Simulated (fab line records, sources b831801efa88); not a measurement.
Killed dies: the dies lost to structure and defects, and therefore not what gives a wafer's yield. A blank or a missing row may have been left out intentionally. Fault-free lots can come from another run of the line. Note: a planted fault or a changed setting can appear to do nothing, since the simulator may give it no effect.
Matching of chambers    flow gf180mcu    4 sister chambers for GF_V2_ETCH_16 on rie diel-01
The step etches BARC in N2/H2. 14 wafers are shown with their chamber, then 7 later ones without.

EACH WAFER AND ITS CHAMBER
wafer   chamber  drypump motor current A (A)  rf fwd power W (W)  oes product au (a.u.)
L105.2  2        6.3                          495.2               0.856
L105.3  1        5.3                          495.2               0.860
L105.5  3        5.1                          490.9               0.855
L106.2  2        6.3                          492.6               0.853
L106.4  1        5.3                          494.1               0.850
L106.6  1        5.3                          492.8               0.857
L107.2  1        5.3                          498.4               0.855
L107.3  2        6.3                          493.1               0.848
L107.4  3        5.1                          490.9               0.853
L109.2  3        5.0                          490.6               0.852
L109.5  0        5.3                          497.0               0.857
L109.6  3        5.1                          491.3               0.860
L112.2  1        5.3                          493.5               0.857
L112.3  2        6.3                          493.3               0.863

SIGNATURES, as means of the wafers listed above
reading                  chamber 0  chamber 1  chamber 2  chamber 3  scatter within a chamber
drypump motor current A  5.300      5.300      6.300      5.075      0.0274
rf fwd power W           497.000    494.800    493.550    490.925    1.53
oes product au           0.85700    0.85580    0.85500    0.85500    0.00459
Rule: for a wafer and a chamber, the distance is found by dividing, reading by reading, the gap between the wafer's reading and the chamber's mean by the reading's scatter, squaring, summing and taking the root. The wafer belongs to the nearest chamber; if the next one is less than 2 further off, it can't be placed. The scatter: take each reading less its chamber's mean, square it, sum over the shown wafers, divide by the number of wafers less the number of chambers, and take the root.

WAFERS WITHOUT THEIR CHAMBER
wafer   drypump motor current A (A)  rf fwd power W (W)  oes product au (a.u.)
L112.4  5.1                          492.1               0.855
L114.1  5.3                          495.7               0.857
L114.2  6.3                          495.2               0.848
L114.5  6.3                          492.2               0.859
L115.1  6.3                          492.0               0.853
L115.2  5.3                          497.7               0.853
L115.6  6.3                          492.6               0.855

THE CHAMBER EACH PASSED THROUGH
wafer   from the rows above      in truth
L112.4  3                        3
L114.1  can't be placed: 1 or 0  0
L114.2  2                        2
L114.5  2                        2
L115.1  2                        2
L115.2  can't be placed: 0 or 1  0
L115.6  2                        2
Correctly placed: 5 of 7. Cannot be placed on the basis of these rows: 2; the candidates contain the true chamber in 2. Placed wrongly: 0.
